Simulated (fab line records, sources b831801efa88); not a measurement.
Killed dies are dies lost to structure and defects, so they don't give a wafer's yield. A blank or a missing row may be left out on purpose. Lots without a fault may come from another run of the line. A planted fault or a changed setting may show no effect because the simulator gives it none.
Which tool did it? | flow sky130 | 6 lots, 18 wafers sampled, at 3 steps of a route of 708

WHAT THE GAUGES READ, wafer by wafer
SKY_PASSIVATION_THK_MEAS_03.
lot  | measured     | on            | PASSIVATION_CVD_02_THK (nm)
L792 | day 44 15:54 | film_metro-01 | 536 537 544
L795 | day 45 20:53 | film_metro-02 | 543 532 547
L799 | day 46 07:22 | film_metro-04 | 536 546 539
L800 | day 47 00:25 | film_metro-02 | 533 546 548
L805 | day 47 20:14 | film_metro-02 | 531 525 553
L812 | day 49 18:41 | film_metro-04 | 529 544 555

WHICH TOOL RAN EACH LOT (tool, then ch and the chambers of the sampled wafers, then the start)
lot  | SKY_VIA1_CLEAN_18               | SKY_VIA4_ETCH_12
L792 | wet_bench-01 ch 0, day 34 23:23 | rie_diel-03 ch 1,3, day 43 15:14
L795 | wet_bench-03 ch 3, day 36 09:58 | rie_diel-04 ch 0,1,3, day 44 21:50
L799 | wet_bench-02 ch 3, day 37 00:38 | rie_diel-03 ch 0,1, day 45 06:42
L800 | wet_bench-02 ch 1, day 37 19:36 | rie_diel-04 ch 0,2,3, day 46 01:09
L805 | wet_bench-02 ch 2, day 38 20:50 | rie_diel-03 ch 0,2,3, day 46 21:32
L812 | wet_bench-02 ch 2, day 41 06:56 | rie_diel-02 ch 0,1,3, day 48 21:55
- SKY_VIA1_CLEAN_18: cleans in IPA, time 180 s.
- SKY_VIA4_ETCH_12: etches SiO2 in C4F8/O2/Ar, stops on TiN, target depth 580 nm.

THE ANSWER, worked out from the rows above alone
Rule: what is usual is taken from the lots themselves. Put in order of their means at a reading, lots are off if they are a third of the lots or fewer, leave a main group of 4 or more, and stand apart from it by a gap of 3 or more times the standard deviation of the main group's means; of several such gaps the widest counts. A main group whose means are all the same, to the digits that the tables above print for the reading, isn't used. A lot without any number at a reading at which 4 lots or more have one is off too. The other lots that the step has rows for count as sound.
No lot is off at any reading shown: from this, nothing can be told.

WHAT THE SIMULATOR HAD PUT IN
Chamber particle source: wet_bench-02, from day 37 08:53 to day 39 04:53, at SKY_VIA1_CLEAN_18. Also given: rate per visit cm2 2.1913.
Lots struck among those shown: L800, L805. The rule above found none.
